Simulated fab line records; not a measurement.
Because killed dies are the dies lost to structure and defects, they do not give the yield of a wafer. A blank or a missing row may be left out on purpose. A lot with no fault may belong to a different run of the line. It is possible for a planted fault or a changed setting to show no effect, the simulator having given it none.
Which of the tools did it? || flow sky130 || 6 lots with 18 wafers sampled at 2 steps, on a route of 708 steps

== WHAT THE GAUGES READ, wafer by wafer ==
SKY_SONOS_TUNNEL_CD_MEAS_07: target cd 410 nm.
{"lot": "L382", "measured": "day 11 12:26", "on": "cdSem-01", "cdNm (nm)": "408.3 407.0 407.5"}
{"lot": "L394", "measured": "day 16 00:44", "on": "cdSem-01", "cdNm (nm)": "407.1 407.0 404.6"}
{"lot": "L395", "measured": "day 16 07:20", "on": "cdSem-01", "cdNm (nm)": "406.4 408.3 408.9"}
{"lot": "L399", "measured": "day 17 14:40", "on": "cdSem-01", "cdNm (nm)": "407.2 410.4 410.6"}
{"lot": "L401", "measured": "day 18 03:49", "on": "cdSem-01", "cdNm (nm)": "410.1 411.8 410.2"}
{"lot": "L404", "measured": "day 19 00:22", "on": "cdSem-02", "cdNm (nm)": "411.3 407.3 409.1"}

== TOOL THAT RAN EACH LOT (tool first, then ch and the chambers of the sampled wafers, then the start) ==
{"lot": "L382", "SKY_VT_ADJUST_LVTN_STRIP_09": "plasmaAsher-03 ch 0,1, day 6 23:53"}
{"lot": "L394", "SKY_VT_ADJUST_LVTN_STRIP_09": "plasmaAsher-02 ch 1, day 10 15:10"}
{"lot": "L395", "SKY_VT_ADJUST_LVTN_STRIP_09": "plasmaAsher-03 ch 0,1, day 10 21:58"}
{"lot": "L399", "SKY_VT_ADJUST_LVTN_STRIP_09": "plasmaAsher-02 ch 0,1, day 12 00:16"}
{"lot": "L401", "SKY_VT_ADJUST_LVTN_STRIP_09": "plasmaAsher-03 ch 0,1, day 12 10:49"}
{"lot": "L404", "SKY_VT_ADJUST_LVTN_STRIP_09": "plasmaAsher-02 ch 0,1, day 13 05:11"}
- SKY_VT_ADJUST_LVTN_STRIP_09: strips in O2/N2.

== THE ANSWER, worked out from the rows above alone ==
Rule: the lots themselves supply what counts as usual. The widest of any qualifying gaps counts: lots, ordered by their means at a reading, are off when they make up no more than a third of the lots, leave a main group of 4 or more, and stand apart from it by 3 or more times the standard deviation of that group's means. A main group whose means are all the same, to the digits that the tables above print for the reading, isn't used. Also off: a lot with no number at a reading for which 4 or more lots have one. Where the step has rows for the other lots, those lots are counted as sound.
Nothing can be told from this: no lot is off at any reading shown.

== WHAT THE SIMULATOR HAD INSERTED ==
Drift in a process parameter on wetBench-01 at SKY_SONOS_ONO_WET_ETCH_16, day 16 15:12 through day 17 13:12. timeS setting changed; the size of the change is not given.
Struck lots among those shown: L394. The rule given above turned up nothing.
